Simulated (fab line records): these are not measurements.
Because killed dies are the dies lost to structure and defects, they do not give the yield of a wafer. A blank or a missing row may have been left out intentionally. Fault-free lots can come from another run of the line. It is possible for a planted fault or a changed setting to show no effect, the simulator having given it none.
fab line records	flow sky130
record: lots: 12	wafers: 36	lastDay: 50
route steps=708 shown VIA3@589 CAP2M@611 PAD_OPEN@708
lots untouched by any fault: they come from a run of this same line in which no faults occurred
startH: start of the lot's first displayed wafer, in hours after the record's first day	waitH: hours from the lot's prior step to this one	" as in the row above	L1.1+2: several wafers, shown together as one row	- no value present, or no start provided	* or withheld: withheld	< > ~ a bound
route shown NAME@n: a module of which the file shows steps, and the number in the route of the first	usual: the fault-free wafers' mean and standard deviation	same: alike in all rows	chamber/n: place in a boat	sites: the reading at each site	_std_site: the standard deviation of these	_edge_site: outer sites' mean less inner sites'	radiusMm: for every site, how far away it sits from the centre of the wafer	mask NAME#n: copy n	behind: the last tool/chamber to shape the wafer	hold: why the lot went on hold/how many hours it stayed there/how the hold came to an end	device: whichever transistor did not switch (one of n, p or np)	end of line: the tests these same wafers got at the end of their route	for a step that has no rows: nothing shown but its recipe	killed: at the first sort, the dies lost to defects and structure; wafer yield is something else	map: a wafer's dies, x killed, . not, _ none there
set.NAME: the setting that was run; set.NAME@STEP: the one run at that earlier step	model.NAME: the simulator's own value behind a step, which no gauge read
the route's steps for a sample of lots (tables are steps, rows are wafers)
services: when a tool's chamber went out of use (startH, in hours from the record's first day, below 0 if earlier), for how many hours, and the reason
== steps ==
step: SKY_VIA3_STRIP_16
recipe: chemistry: O2/N2	powerW: 1400	pressureMtorr: 1500	platenTempC: withheld	o2FlowSccm: 3000	n2FlowSccm: 300	overashFraction: 0.5
usual: drypumpMotorCurrentA: 5.8/0.31	oesProductAu: 0.402/0.0049	stripTimeToEndpointS: 4.13/0.041
lot.wafer	tool	chamber	startH	waitH	drypumpMotorCurrentA	oesProductAu	rfHoursCounterH	stripTimeToEndpointS
L475.2	plasmaAsher-03	1	938.28	0.0	5.8	0.409	50	4.22
L475.3	"	1	"	"	5.8	0.399	-	4.07
L475.6	"	0	"	"	6.1	0.406	-	4.11
L477.1	plasmaAsher-03	0	955.08	0.0	6.1	0.400	52	4.21
L477.2	"	1	"	"	5.8	0.411	52	4.18
L477.4	"	0	"	"	6.1	0.407	-	4.10
L479.2	plasmaAsher-02	1	972.18	0.0	6.1	0.409	22	4.12
L479.3	"	0	"	"	5.1	0.398	-	4.10
L479.6	"	1	"	"	6.1	0.404	-	4.11
L480.1	plasmaAsher-02	0	981.78	0.0	5.1	0.394	23	4.13
L480.3	"	0	"	"	5.1	0.399	-	4.12
L480.4	"	1	"	"	6.2	0.397	-	4.06
L482.1	plasmaAsher-01	0	997.33	0.0	6.0	0.395	85	4.17
L482.2	"	1	"	"	5.5	0.404	85	4.16
L482.3	"	1	"	"	5.4	0.400	-	4.11
L487.1	plasmaAsher-01	0	1027.93	0.0	5.9	0.406	88	4.19
L487.3	"	0	"	"	6.0	0.403	-	4.10
L487.6	"	0	"	"	6.0	0.406	-	4.09
L490.1	plasmaAsher-02	0	1051.03	0.0	5.1	0.400	29	4.12
L490.2	"	1	"	"	6.2	0.402	29	4.11
L490.3	"	0	"	"	5.1	0.401	-	4.15
L492.1	plasmaAsher-03	0	1058.63	0.0	6.0	0.409	63	4.19
L492.3	"	1	"	"	5.9	0.407	-	4.12
L492.5	"	0	"	"	6.1	0.402	-	4.18
L494.4	plasmaAsher-03	1	1067.99	0.1	5.8	0.404	-	4.15
L494.5	"	1	"	"	5.8	0.398	-	4.16
L494.6	"	0	"	"	6.0	0.408	-	4.18
L496.1	plasmaAsher-03	1	1082.98	0.0	5.8	0.391	65	4.17
L496.3	"	1	"	"	5.8	0.393	-	4.20
L496.6	"	1	"	"	5.9	0.402	-	4.18
L495.3	plasmaAsher-01	0	1087.56	0.1	5.9	0.408	-	4.11
L495.4	"	1	"	"	5.4	0.402	-	4.14
L495.5	"	1	"	"	5.5	0.406	-	4.17
L497.4	plasmaAsher-03	0	1090.01	0.1	6.0	0.408	-	4.15
L497.5	"	1	"	"	5.8	0.405	-	4.14
L497.6	"	0	"	"	6.1	0.402	-	4.15
step: SKY_VIA3_SPUTTER_20
recipe: material: TiN	targetThkNm: 20	chamberPressurePa: 5	powerW: 4000	timeS: 80
usual: throttleValvePct: 29.8/0.8
lot.wafer	tool	chamber	startH	waitH	throttleValvePct
L475.2	pvdSputter-02	-	938.92	0.0	28.1
L475.3	"	-	"	"	30.0
L475.6	"	-	"	"	28.4
L477.1	pvdSputter-01	-	956.08	0.0	30.6
L477.2	"	-	"	"	29.5
L477.4	"	-	"	"	29.0
L479.2	pvdSputter-04	-	972.80	0.0	30.7
L479.3	"	-	"	"	29.0
L479.6	"	-	"	"	29.7
L480.1	pvdSputter-04	-	982.41	0.0	29.7
L480.3	"	-	"	"	29.2
L480.4	"	-	"	"	29.8
L482.1	pvdSputter-04	-	997.93	0.0	30.7
L482.2	"	-	"	"	28.8
L482.3	"	-	"	"	29.3
L487.1	pvdSputter-01	-	1028.59	0.0	30.4
L487.3	"	-	"	"	28.9
L487.6	"	-	"	"	29.0
L490.1	pvdSputter-04	-	1051.62	0.0	30.7
L490.2	"	-	"	"	30.2
L490.3	"	-	"	"	28.7
L492.1	pvdSputter-02	-	1059.23	0.0	31.4
L492.3	"	-	"	"	30.5
L492.5	"	-	"	"	31.2
L494.4	pvdSputter-01	-	1068.58	0.0	29.8
L494.5	"	-	"	"	29.1
L494.6	"	-	"	"	30.7
L496.1	pvdSputter-04	-	1083.61	0.0	30.6
L496.3	"	-	"	"	29.8
L496.6	"	-	"	"	29.9
L495.3	pvdSputter-04	-	1088.12	0.0	29.0
L495.4	"	-	"	"	30.7
L495.5	"	-	"	"	29.1
L497.4	pvdSputter-02	-	1090.61	0.0	30.7
L497.5	"	-	"	"	28.2
L497.6	"	-	"	"	31.4
step: SKY_CAP2M_SOFTBAKE_08
recipe: tempC: 90	timeS: 60	resist: NOVOLAK
usual: heaterPowerTotalW: 56.60/0.048	plateTempC: 90.00/0.12
lot.wafer	tool	chamber	startH	waitH	heaterPowerTotalW	plateTempC
L475.2	lithoTrack-04	0	952.19	0.1	56.57	90.21
L475.3	"	0	"	"	56.59	89.97
L475.6	"	0	"	"	56.56	89.83
L477.1	lithoTrack-01	0	969.09	0.1	56.65	89.99
L477.2	"	0	"	"	56.62	89.89
L477.4	"	0	"	"	56.53	90.12
L479.2	lithoTrack-04	0	985.49	0.1	56.73	89.99
L479.3	"	0	"	"	56.56	89.99
L479.6	"	0	"	"	56.70	89.82
L480.1	lithoTrack-01	0	995.69	0.1	58.16	91.44
L480.3	"	0	"	"	58.18	91.72
L480.4	"	0	"	"	58.16	91.80
L482.1	lithoTrack-01	0	1010.34	0.1	58.17	91.58
L482.2	"	0	"	"	58.12	91.72
L482.3	"	0	"	"	58.20	91.63
L487.1	lithoTrack-02	0	1041.55	0.1	56.64	90.04
L487.3	"	0	"	"	56.56	90.01
L487.6	"	0	"	"	56.59	90.03
L490.1	lithoTrack-04	0	1062.37	0.1	56.63	90.07
L490.2	"	0	"	"	56.57	89.98
L490.3	"	0	"	"	56.59	90.04
L492.1	lithoTrack-01	0	1070.74	0.1	56.63	89.93
L492.3	"	0	"	"	56.53	90.07
L492.5	"	0	"	"	56.59	89.82
L494.4	lithoTrack-02	0	1080.28	0.1	56.61	90.03
L494.5	"	0	"	"	56.55	90.14
L494.6	"	0	"	"	56.52	90.04
L496.1	lithoTrack-02	0	1095.25	0.1	56.58	89.96
L496.3	"	0	"	"	56.59	89.86
L496.6	"	0	"	"	56.55	89.93
L495.3	lithoTrack-02	0	1099.50	0.1	56.57	90.09
L495.4	"	0	"	"	56.65	90.00
L495.5	"	0	"	"	56.63	90.01
L497.4	lithoTrack-02	0	1102.43	0.1	56.65	89.97
L497.5	"	0	"	"	56.65	89.91
L497.6	"	0	"	"	56.60	90.11
step: SKY_CAP2M_STRIP_14
recipe: chemistry: O2/N2	powerW: 1400	pressureMtorr: 1500	platenTempC: withheld	o2FlowSccm: 3000	n2FlowSccm: 300	overashFraction: 0.5
usual: drypumpMotorCurrentA: 5.6/0.45	oesProductAu: 0.710/0.0041	stripTimeToEndpointS: 12.70/0.061
lot.wafer	tool	chamber	startH	waitH	drypumpMotorCurrentA	oesProductAu	rfHoursCounterH	stripTimeToEndpointS
L475.2	plasmaAsher-02	1	964.55	0.1	6.1	0.708	21	12.51
L475.3	"	0	"	"	5.1	0.706	-	12.59
L475.6	"	0	"	"	5.1	0.708	-	12.55
L477.1	plasmaAsher-01	0	980.66	0.1	6.0	0.718	83	12.68
L477.2	"	1	"	"	5.5	0.715	83	12.72
L477.4	"	0	"	"	6.0	0.715	-	12.65
L479.2	plasmaAsher-04	1	997.64	0.1	4.9	0.711	119	12.76
L479.3	"	0	"	"	6.1	0.710	-	12.72
L479.6	"	1	"	"	4.9	0.708	-	12.72
L480.1	plasmaAsher-02	0	1007.58	0.1	5.1	0.709	25	12.67
L480.3	"	0	"	"	5.1	0.712	-	12.64
L480.4	"	1	"	"	6.2	0.714	-	12.62
L482.1	plasmaAsher-02	1	1022.43	0.1	6.2	0.714	26	12.60
L482.2	"	0	"	"	5.1	0.712	26	12.64
L482.3	"	1	"	"	6.2	0.715	-	12.60
L487.1	plasmaAsher-01	1	1053.07	0.1	5.4	0.703	90	12.60
L487.3	"	1	"	"	5.5	0.702	-	12.60
L487.6	"	0	"	"	5.9	0.708	-	12.61
L490.1	plasmaAsher-02	0	1073.84	0.1	5.1	0.709	32	12.57
L490.2	"	1	"	"	6.2	0.713	32	12.69
L490.3	"	1	"	"	6.2	0.712	-	12.70
L492.1	plasmaAsher-02	1	1081.91	0.1	6.2	0.708	33	12.68
L492.3	"	1	"	"	6.1	0.715	-	12.70
L492.5	"	0	"	"	5.1	0.713	-	12.64
L494.4	plasmaAsher-01	1	1091.17	0.1	5.5	0.710	-	12.65
L494.5	"	0	"	"	6.0	0.697	-	12.77
L494.6	"	1	"	"	5.4	0.716	-	12.68
L496.1	plasmaAsher-02	1	1105.62	0.1	6.1	0.704	35	12.72
L496.3	"	0	"	"	5.1	0.704	-	12.76
L496.6	"	0	"	"	5.1	0.708	-	12.82
L495.3	plasmaAsher-02	0	1109.09	0.1	5.1	0.713	-	12.71
L495.4	"	1	"	"	6.1	0.709	-	12.67
L495.5	"	1	"	"	6.2	0.711	-	12.68
L497.4	plasmaAsher-01	1	1112.49	0.1	5.5	0.707	-	12.76
L497.5	"	0	"	"	6.0	0.706	-	12.71
L497.6	"	1	"	"	5.4	0.707	-	12.74
step: SKY_PAD_OPEN_PROBE_99
usual: defectLimitedYield: 82.0/1.9	killed_at_M0_to_M3: 46/6.7	killed_at_M4_up: 3.3/2	killedAtContacts: 24/5.4	killedAtFrontEnd: 15/4.3	killedAtOther: 0.4/0.64	killedDies: 89/9.1	killedOpen: 48/7.2	killedShort: 40/6.3	sort_bin_3_pad_short: 0.9/0.42	sort_bin_5_function: 10.8/1.5	sort_bin_6_memory: 6.4/1.1	sortNPass: 403/9.1	sortYieldPct: 82.0/1.9
same: grossDies: 492	killedAtBackSide: 0	sort_bin_4_leakage[%]: 0	sort_bin_8_speed[%]: 0
lot.wafer	tool	chamber	startH	waitH	defectLimitedYield[%]	killed_at_M0_to_M3	killed_at_M4_up	killedAtContacts	killedAtFrontEnd	killedAtOther	killedDies	killedOpen	killedShort	sort_bin_3_pad_short[%]	sort_bin_5_function[%]	sort_bin_6_memory[%]	sortNPass	sortYieldPct[%]
L475.2	prober-01	-	1086.28	0.1	81.1	55	1	21	15	1	93	52	41	1.0	12.0	5.9	399	81.1
L475.3	prober-01	-	1086.33	0.2	82.3	40	5	25	16	1	87	46	41	0.6	11.8	5.3	405	82.3
L475.6	prober-01	-	1086.48	0.2	80.1	51	2	22	23	0	98	51	46	1.2	11.0	7.7	394	80.1
L477.1	prober-01	-	1100.04	0.1	85.6	32	5	17	16	1	71	38	32	1.0	7.1	6.3	421	85.6
L477.2	prober-01	-	1100.09	0.1	82.9	40	1	22	20	1	84	45	38	0.6	11.6	4.9	408	82.9
L477.4	prober-01	-	1100.19	0.2	83.3	36	6	20	20	0	82	48	34	0.6	10.4	5.7	410	83.3
L479.2	prober-02	-	1113.14	0.1	82.3	44	2	27	13	1	87	42	44	1.2	10.0	6.5	405	82.3
L479.3	prober-02	-	1113.19	0.2	81.7	48	2	21	19	0	90	52	35	1.0	10.0	7.3	402	81.7
L479.6	prober-02	-	1113.34	0.2	80.1	50	1	30	17	0	98	54	44	1.2	12.6	6.1	394	80.1
L480.1	prober-01	-	1123.64	0.1	79.1	59	2	27	15	0	103	62	41	1.4	11.0	8.5	389	79.1
L480.3	prober-01	-	1123.74	0.2	79.5	45	8	31	17	0	101	50	51	2.2	12.8	5.5	391	79.5
L480.4	prober-01	-	1123.79	0.2	79.9	53	6	25	14	1	99	52	47	0.8	11.8	7.5	393	79.9
L482.1	prober-01	-	1136.16	0.1	83.9	32	1	30	16	0	79	40	39	0.6	10.4	5.1	413	83.9
L482.2	prober-01	-	1136.21	0.1	85.0	37	0	28	8	1	74	50	24	0.4	8.5	6.1	418	85.0
L482.3	prober-01	-	1136.26	0.2	79.9	47	2	36	14	0	99	60	39	0	12.4	7.7	393	79.9
L487.1	prober-02	-	1162.66	0.1	83.5	44	4	28	5	0	81	46	35	1.2	10.8	4.5	411	83.5
L487.3	prober-02	-	1162.76	0.2	82.1	49	2	27	10	0	88	55	33	0.4	10.8	6.7	404	82.1
L487.6	prober-02	-	1162.91	0.2	83.3	46	4	16	15	1	82	50	32	0.2	10.8	5.7	410	83.3
L490.1	prober-01	-	1179.15	0.1	83.3	44	2	20	15	1	82	40	42	1.0	10.4	5.3	410	83.3
L490.2	prober-01	-	1179.20	0.1	83.9	38	5	21	15	0	79	42	37	0.4	9.8	5.9	413	83.9
L490.3	prober-01	-	1179.25	0.2	83.9	49	5	17	8	0	79	43	36	1.0	10.6	4.5	413	83.9
L492.1	prober-02	-	1184.24	0.1	83.3	51	3	20	6	2	82	49	33	0.4	10.6	5.7	410	83.3
L492.3	prober-02	-	1184.34	0.2	81.7	50	0	22	16	2	90	46	43	0.6	9.6	8.1	402	81.7
L492.5	prober-02	-	1184.44	0.2	83.7	46	3	12	17	2	80	39	39	0.8	10.8	4.7	412	83.7
L494.4	prober-02	-	1193.39	0.2	81.5	42	1	30	17	1	91	52	39	1.0	12.0	5.5	401	81.5
L494.5	prober-02	-	1193.44	0.2	83.7	42	4	21	12	1	80	41	39	0.8	10.2	5.3	412	83.7
L494.6	prober-02	-	1193.49	0.2	79.3	52	5	24	21	0	102	57	45	0.4	12.6	7.7	390	79.3
L496.1	prober-01	-	1203.70	0.1	83.9	39	4	21	15	0	79	42	37	0.2	10.6	5.3	413	83.9
L496.3	prober-01	-	1203.80	0.2	82.9	46	3	23	12	0	84	45	39	1.2	9.8	6.1	408	82.9
L496.6	prober-01	-	1203.95	0.2	80.5	49	3	27	14	3	96	65	31	0.8	11.4	7.3	396	80.5
L495.3	prober-02	-	1207.42	0.2	81.1	51	4	19	19	0	93	56	37	0.6	11.8	6.5	399	81.1
L495.4	prober-02	-	1207.47	0.2	81.9	53	11	13	12	0	89	47	42	1.0	10.6	6.5	403	81.9
L495.5	prober-02	-	1207.52	0.2	81.5	51	1	27	11	1	91	43	48	0.6	11.8	6.1	401	81.5
L497.4	prober-01	-	1209.46	0.2	82.7	51	0	20	14	0	85	49	36	0.8	10.4	6.1	407	82.7
L497.5	prober-01	-	1209.51	0.2	78.7	48	3	32	22	0	105	59	46	0.4	14.0	6.9	387	78.7
L497.6	prober-01	-	1209.56	0.2	83.5	39	2	26	13	1	81	36	45	1.2	9.8	5.5	411	83.5
killed by level:class
L475.2 VIA2:geometricParticle:open=16 VIA1:geometricParticle:open=12 CONTACT:geometricParticle:short=9 VIA1:geometricParticle:short=9 CONTACT:geometricParticle:open=6 METAL1:geometricParticle:short=6 FIELD_ISO:geometricParticle:short=4 FIELD_ISO:geometricParticle:open=3
L475.3 VIA1:geometricParticle:open=12 CONTACT:geometricParticle:short=8 VIA2:geometricParticle:open=7 CONTACT:geometricParticle:open=6 FIELD_ISO:geometricParticle:short=5 LI_CONTACT:geometricParticle:open=5 LOCAL_INTERCONNECT:geometricParticle:short=4 VIA1:geometricParticle:short=4
L475.6 VIA1:geometricParticle:open=10 VIA1:geometricParticle:short=10 FIELD_ISO:geometricParticle:open=9 CONTACT:geometricParticle:open=9 METAL2:geometricParticle:short=8 VIA2:geometricParticle:open=8 LI_CONTACT:geometricParticle:open=6 POLY_GATE:geometricParticle:short=5
L477.1 VIA1:geometricParticle:open=8 FIELD_ISO:geometricParticle:short=7 LI_CONTACT:geometricParticle:open=7 POLY_GATE:geometricParticle:open=6 VIA2:geometricParticle:open=6 CONTACT:geometricParticle:open=5 METAL2:geometricParticle:short=4 METAL1:geometricParticle:short=4
L477.2 CONTACT:geometricParticle:open=9 VIA3:geometricParticle:open=9 VIA2:geometricParticle:open=8 FIELD_ISO:geometricParticle:short=6 POLY_GATE:geometricParticle:short=6 LI_CONTACT:geometricParticle:open=6 VIA1:geometricParticle:open=5 LOCAL_INTERCONNECT:geometricParticle:short=4
L477.4 VIA2:geometricParticle:open=8 LI_CONTACT:geometricParticle:open=7 VIA1:geometricParticle:open=7 VIA3:geometricParticle:open=7 CONTACT:geometricParticle:open=6 POLY_GATE:geometricParticle:short=5 METAL2:geometricParticle:short=5 FIELD_ISO:geometricParticle:short=4
L479.2 VIA1:geometricParticle:open=13 LI_CONTACT:geometricParticle:open=7 METAL2:geometricParticle:short=7 METAL1:geometricParticle:short=6 CONTACT:geometricParticle:short=6 CONTACT:geometricParticle:open=6 VIA3:geometricParticle:open=5 LI_CONTACT:geometricParticle:short=4
L479.3 VIA1:geometricParticle:open=14 CONTACT:geometricParticle:open=10 METAL2:geometricParticle:short=9 VIA3:geometricParticle:open=8 FIELD_ISO:geometricParticle:short=7 VIA2:geometricParticle:open=6 LI_CONTACT:geometricParticle:open=5 FIELD_ISO:geometricParticle:open=4
L479.6 LI_CONTACT:geometricParticle:open=10 VIA1:geometricParticle:open=9 CONTACT:geometricParticle:open=7 METAL2:geometricParticle:short=7 VIA3:geometricParticle:open=7 METAL1:geometricParticle:short=6 VIA1:geometricParticle:short=6 LOCAL_INTERCONNECT:geometricParticle:short=5
L480.1 VIA1:geometricParticle:open=19 CONTACT:geometricParticle:open=8 CONTACT:geometricParticle:short=7 VIA3:geometricParticle:open=7 METAL2:geometricParticle:short=7 METAL1:geometricParticle:short=5 VIA2:geometricParticle:open=5 FIELD_ISO:geometricParticle:open=3
L480.3 CONTACT:geometricParticle:open=11 LI_CONTACT:geometricParticle:open=10 VIA1:geometricParticle:open=10 METAL4:geometricParticle:short=8 METAL2:geometricParticle:short=7 VIA2:geometricParticle:open=7 FIELD_ISO:geometricParticle:short=5 POLY_GATE:geometricParticle:short=5
L480.4 VIA1:geometricParticle:open=14 VIA2:geometricParticle:open=11 CONTACT:geometricParticle:open=7 FIELD_ISO:geometricParticle:short=6 LI_CONTACT:geometricParticle:open=6 METAL1:geometricParticle:short=6 VIA1:geometricParticle:short=6 FIELD_ISO:geometricParticle:open=5
L482.1 LI_CONTACT:geometricParticle:open=13 FIELD_ISO:geometricParticle:short=8 VIA2:geometricParticle:open=7 CONTACT:geometricParticle:short=6 VIA1:geometricParticle:open=5 CONTACT:geometricParticle:open=5 VIA3:geometricParticle:open=5 LOCAL_INTERCONNECT:geometricParticle:short=4
L482.2 CONTACT:geometricParticle:open=11 LI_CONTACT:geometricParticle:open=10 VIA1:geometricParticle:open=8 VIA2:geometricParticle:open=8 METAL1:geometricParticle:short=7 VIA3:geometricParticle:open=5 POLY_GATE:geometricParticle:open=4 CONTACT:geometricParticle:short=3
L482.3 CONTACT:geometricParticle:open=15 VIA3:geometricParticle:open=11 VIA2:geometricParticle:open=9 LI_CONTACT:geometricParticle:open=7 METAL2:geometricParticle:short=7 CONTACT:geometricParticle:short=6 POLY_GATE:geometricParticle:open=5 LOCAL_INTERCONNECT:geometricParticle:short=5
L487.1 VIA1:geometricParticle:open=11 CONTACT:geometricParticle:open=9 VIA3:geometricParticle:open=8 CONTACT:geometricParticle:short=7 METAL1:geometricParticle:short=7 VIA1:geometricParticle:short=6 VIA2:geometricParticle:open=6 LI_CONTACT:geometricParticle:short=5
L487.3 VIA1:geometricParticle:open=16 CONTACT:geometricParticle:open=12 LI_CONTACT:geometricParticle:open=8 METAL1:geometricParticle:short=6 VIA2:geometricParticle:open=6 VIA1:geometricParticle:short=5 CONTACT:geometricParticle:short=4 VIA2:geometricParticle:short=4
L487.6 VIA1:geometricParticle:open=13 VIA2:geometricParticle:open=9 VIA3:geometricParticle:open=8 SPACER:geometricParticle:open=5 POLY_GATE:geometricParticle:open=4 VIA1:geometricParticle:short=4 LOCAL_INTERCONNECT:geometricParticle:short=4 METAL2:geometricParticle:short=4
L490.1 VIA1:geometricParticle:short=9 VIA3:geometricParticle:open=8 CONTACT:geometricParticle:open=7 VIA1:geometricParticle:open=6 VIA2:geometricParticle:open=6 POLY_GATE:geometricParticle:short=5 CONTACT:geometricParticle:short=5 LOCAL_INTERCONNECT:geometricParticle:short=4
L490.2 VIA1:geometricParticle:open=12 VIA1:geometricParticle:short=7 POLY_GATE:geometricParticle:open=6 LI_CONTACT:geometricParticle:open=6 CONTACT:geometricParticle:short=6 CONTACT:geometricParticle:open=6 VIA2:geometricParticle:open=6 FIELD_ISO:geometricParticle:short=4
L490.3 VIA1:geometricParticle:open=14 METAL2:geometricParticle:short=7 CONTACT:geometricParticle:open=6 VIA3:geometricParticle:open=6 LI_CONTACT:geometricParticle:open=5 METAL1:geometricParticle:short=5 CONTACT:geometricParticle:short=4 VIA2:geometricParticle:short=4
L492.1 VIA3:geometricParticle:open=11 VIA1:geometricParticle:open=10 LI_CONTACT:geometricParticle:open=7 VIA2:geometricParticle:open=6 CONTACT:geometricParticle:open=5 VIA1:geometricParticle:short=5 CONTACT:geometricParticle:short=4 METAL1:geometricParticle:open=4
L492.3 VIA1:geometricParticle:short=10 CONTACT:geometricParticle:open=10 VIA3:geometricParticle:open=10 VIA1:geometricParticle:open=7 METAL2:geometricParticle:short=6 FIELD_ISO:geometricParticle:open=4 FIELD_ISO:geometricParticle:short=4 METAL1:geometricParticle:short=4
L492.5 VIA1:geometricParticle:open=9 FIELD_ISO:geometricParticle:short=7 LI_CONTACT:geometricParticle:open=7 METAL1:geometricParticle:short=6 VIA2:geometricParticle:open=6 VIA3:geometricParticle:open=5 VIA1:geometricParticle:short=5 VIA2:geometricParticle:short=4
L494.4 CONTACT:geometricParticle:open=12 VIA1:geometricParticle:open=11 VIA3:geometricParticle:open=9 CONTACT:geometricParticle:short=6 POLY_GATE:geometricParticle:short=6 VIA1:geometricParticle:short=6 VIA2:geometricParticle:open=6 LOCAL_INTERCONNECT:geometricParticle:short=5
L494.5 CONTACT:geometricParticle:open=9 VIA1:geometricParticle:open=7 METAL1:geometricParticle:short=7 VIA2:geometricParticle:open=7 VIA1:geometricParticle:short=6 CONTACT:geometricParticle:short=6 POLY_GATE:geometricParticle:open=4 POLY_GATE:geometricParticle:short=4
L494.6 CONTACT:geometricParticle:open=11 VIA1:geometricParticle:open=11 VIA2:geometricParticle:open=8 LI_CONTACT:geometricParticle:open=7 METAL1:geometricParticle:short=7 METAL2:geometricParticle:short=6 FIELD_ISO:geometricParticle:short=5 FIELD_ISO:geometricParticle:open=5
L496.1 VIA1:geometricParticle:open=11 CONTACT:geometricParticle:open=10 FIELD_ISO:geometricParticle:short=6 LI_CONTACT:geometricParticle:open=6 VIA2:geometricParticle:open=6 POLY_GATE:geometricParticle:short=5 METAL2:geometricParticle:short=5 METAL4:geometricParticle:short=4
L496.3 VIA1:geometricParticle:open=12 CONTACT:geometricParticle:open=9 METAL1:geometricParticle:short=8 METAL2:geometricParticle:short=7 LI_CONTACT:geometricParticle:open=6 VIA3:geometricParticle:open=6 VIA1:geometricParticle:short=5 VIA2:geometricParticle:open=5
L496.6 VIA1:geometricParticle:open=15 CONTACT:geometricParticle:open=13 VIA3:geometricParticle:open=7 LI_CONTACT:geometricParticle:open=6 VIA2:geometricParticle:open=6 CONTACT:geometricParticle:short=5 VIA1:geometricParticle:short=5 METAL1:geometricParticle:open=4
L495.3 VIA2:geometricParticle:open=11 CONTACT:geometricParticle:open=9 METAL1:geometricParticle:short=7 VIA1:geometricParticle:open=7 METAL2:geometricParticle:open=7 VIA3:geometricParticle:open=6 POLY_GATE:geometricParticle:short=5 POLY_GATE:geometricParticle:open=5
L495.4 VIA3:geometricParticle:open=13 VIA1:geometricParticle:open=10 METAL4:geometricParticle:short=8 LI_CONTACT:geometricParticle:open=6 METAL1:geometricParticle:short=5 VIA2:geometricParticle:short=5 METAL3:geometricParticle:short=5 FIELD_ISO:geometricParticle:open=4
L495.5 VIA2:geometricParticle:open=11 LI_CONTACT:geometricParticle:open=7 LOCAL_INTERCONNECT:geometricParticle:short=7 CONTACT:geometricParticle:open=7 VIA1:geometricParticle:open=7 VIA3:geometricParticle:short=7 METAL2:geometricParticle:short=6 VIA1:geometricParticle:short=5
L497.4 VIA1:geometricParticle:open=12 VIA3:geometricParticle:open=8 LI_CONTACT:geometricParticle:open=7 VIA2:geometricParticle:open=7 CONTACT:geometricParticle:short=6 CONTACT:geometricParticle:open=5 VIA1:geometricParticle:short=4 VIA2:geometricParticle:short=4
L497.5 VIA1:geometricParticle:open=17 CONTACT:geometricParticle:open=12 LI_CONTACT:geometricParticle:open=8 VIA3:geometricParticle:short=6 POLY_GATE:geometricParticle:open=6 POLY_GATE:geometricParticle:short=6 METAL1:geometricParticle:short=6 FIELD_ISO:geometricParticle:open=5
L497.6 CONTACT:geometricParticle:open=8 LI_CONTACT:geometricParticle:open=7 METAL1:geometricParticle:short=7 METAL2:geometricParticle:short=7 VIA1:geometricParticle:open=6 VIA3:geometricParticle:short=6 VIA2:geometricParticle:open=5 FIELD_ISO:geometricParticle:open=4
== services ==
tool	chamber	startH	hours	kind
plasmaAsher-03	-	920.68	1.0	repair
pvdSputter-04	-	927.74	6.3	repair
plasmaAsher-01	-	931.62	1.1	repair
plasmaAsher-04	-	975.90	1.7	repair
plasmaAsher-04	-	991.81	4.0	repair
pvdSputter-04	-	1021.23	0.9	repair
plasmaAsher-04	-	1029.24	0.6	repair
plasmaAsher-04	-	1046.59	2.1	repair
plasmaAsher-04	-	1055.25	9.0	pm
plasmaAsher-04	0	1055.25	9.0	ventCycle
plasmaAsher-04	1	1055.25	9.0	ventCycle
plasmaAsher-04	0	1064.25	-	clean
plasmaAsher-04	1	1064.25	-	clean
pvdSputter-01	-	1073.97	2.6	repair
plasmaAsher-01	-	1077.46	1.1	repair
plasmaAsher-03	-	1087.81	0.7	repair
pvdSputter-02	-	1098.74	11.5	repair
pvdSputter-02	-	1104.16	4.2	repair
pvdSputter-01	-	1111.15	2.8	repair
== key ==
firstSign: step: SKY_CAP2M_SOFTBAKE_08	reading: heaterPowerTotalW	direction: up	sigmas: 32	usual: *	struck: *
effect: step: SKY_CAP2M_SOFTBAKE_08	reading: plateTempC	direction: up	sigmas: 14	usual: *	struck: *
metAt SKY_CAP2M_SOFTBAKE_08
struckLots L480,L482
notActingAt SKY_VIA3_STRIP_16,SKY_VIA3_SPUTTER_20,SKY_CAP2M_STRIP_14
onsetBetween 969.09 995.69
fault: kind: processParameterDrift	tool: lithoTrack-01	chamber: -	onsetH: 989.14	steps: SKY_CAP2M_SOFTBAKE_08	channel: tempC	offset: *	shape: step	endH: 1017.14	actsIn: *	stated: *
